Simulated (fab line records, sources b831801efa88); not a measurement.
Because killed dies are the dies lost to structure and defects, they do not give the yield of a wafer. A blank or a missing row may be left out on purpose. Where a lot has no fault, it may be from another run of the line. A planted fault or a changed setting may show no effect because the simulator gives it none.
Comparing a struck lot with a sound one + flow sky130 + 16 out of 708 route steps
Sound: these wafers, L596.2, L596.3, L596.5. Struck: wafer L604.3 (left out: L604.6, a lot-mate that was not struck); the cause follows at the end.
For every step that has rows: the tool of each side, followed by ch and its chambers, followed by its first start. Under that, the readings that differ: sound wafers + struck wafers + difference of the means + sigmas: that difference in standard deviations of wafers without a fault.
alike: same words and numbers on both sides, and readings whose means sit less than 2 such deviations apart. not compared: any withheld reading, any reading some wafer has no value for, any bound like >300 that may hide the same value, and any number with overlapping values for which the record gives no deviation.
A row with sigmas, a row that says differs or no value, or rows on one side alone: a step with any of these is where the two part. Numbers that don't overlap but have no deviation are shown without sigmas and don't part them. A reading that every wafer of one side lacks parts them only if that side has two wafers or more.

first, 2 steps without rows for these wafers: SKY_PWDE_PEB_05; SKY_PWDE_DEVELOP_06 (develop time 60 s).
SKY_PWDE_OVL_MEAS_07:
  sound: overlay-02 at day 6 16:53; struck: overlay-02 at day 8 14:32
  alike: PWDE_OVL
next, for these wafers, 1 step has no rows: SKY_PWDE_IMPLANT_08.
SKY_PWDE_STRIP_09: strips in O2/N2.
  sound on plasma-asher-02 ch 0,1, day 6 17:04; struck on plasma-asher-01 ch 1, day 8 14:44
| reading                      | sound             | struck | difference | sigmas |
|------------------------------|-------------------|--------|------------|--------|
| strip-time-to-endpoint-s (s) | 36.95 37.03 36.89 | 36.71  | -0.25      | -2     |
  alike: drypump-motor-current-A, oes-product-au
  not compared: rf-hours-counter-h
SKY_PWDE_TW_MEAS_10:
  sound: film-metro-01 at day 6 17:10; struck: film-metro-03 at day 8 14:50
| reading | sound             | struck | difference | sigmas |
|---------|-------------------|--------|------------|--------|
| PWDE_TW | 375.7 373.7 375.6 | 367.9  | -7.1       | -3     |
then, 6 steps without rows for these wafers: SKY_NWELL_DEHYDRATE_03 (time 60 s); SKY_NWELL_HMDS_04 (prime time 60 s); SKY_NWELL_COAT_05 (resist thk 3000 nm); SKY_NWELL_SOFTBAKE_06; SKY_NWELL_EXPOSE_07 (exposes mask NWM, target cd 840 nm); SKY_NWELL_PEB_08.
SKY_NWELL_DEVELOP_09: develop time 60 s.
  sound on litho-track-01 ch 0, day 7 12:00; struck on litho-track-01 ch 0, day 9 11:00
SKY_NWELL_OVL_MEAS_10:
  sound: overlay-01 at day 7 12:27; struck: overlay-01 at day 9 11:40
  not compared: NWELL_00_OVL
next, for these wafers, 1 step has no rows: SKY_NWELL_IMPLANT_11.
-- the record jumps here: 41 days lie between the struck wafers' starts before and after (it left off in module NWELL and takes up again in module PAD_OPEN, whose first step shown is number 708 of the route) --
SKY_PAD_OPEN_PROBE_99:
  sound: prober-02 at day 48 22:44; struck: prober-02 at day 50 12:57
| reading             | sound    | struck | difference | sigmas |
|---------------------|----------|--------|------------|--------|
| killed-at-front-end | 16 11 23 | 420    | +403       | +86    |
| killed-dies         | 86 85 97 | 492    | +403       | +41    |
| killed-on-rim       | 18 19 25 | 96     | +75        | +20    |
  alike: killed_at_M0_to_M3, killed_at_M4_up, killed-at-contacts, killed-at-other, killed-open, killed-short

WHERE THEY PART
Last at SKY_PAD_OPEN_PROBE_99 as far as this record goes, first at SKY_PWDE_STRIP_09.

WHY: the cause the simulator had injected
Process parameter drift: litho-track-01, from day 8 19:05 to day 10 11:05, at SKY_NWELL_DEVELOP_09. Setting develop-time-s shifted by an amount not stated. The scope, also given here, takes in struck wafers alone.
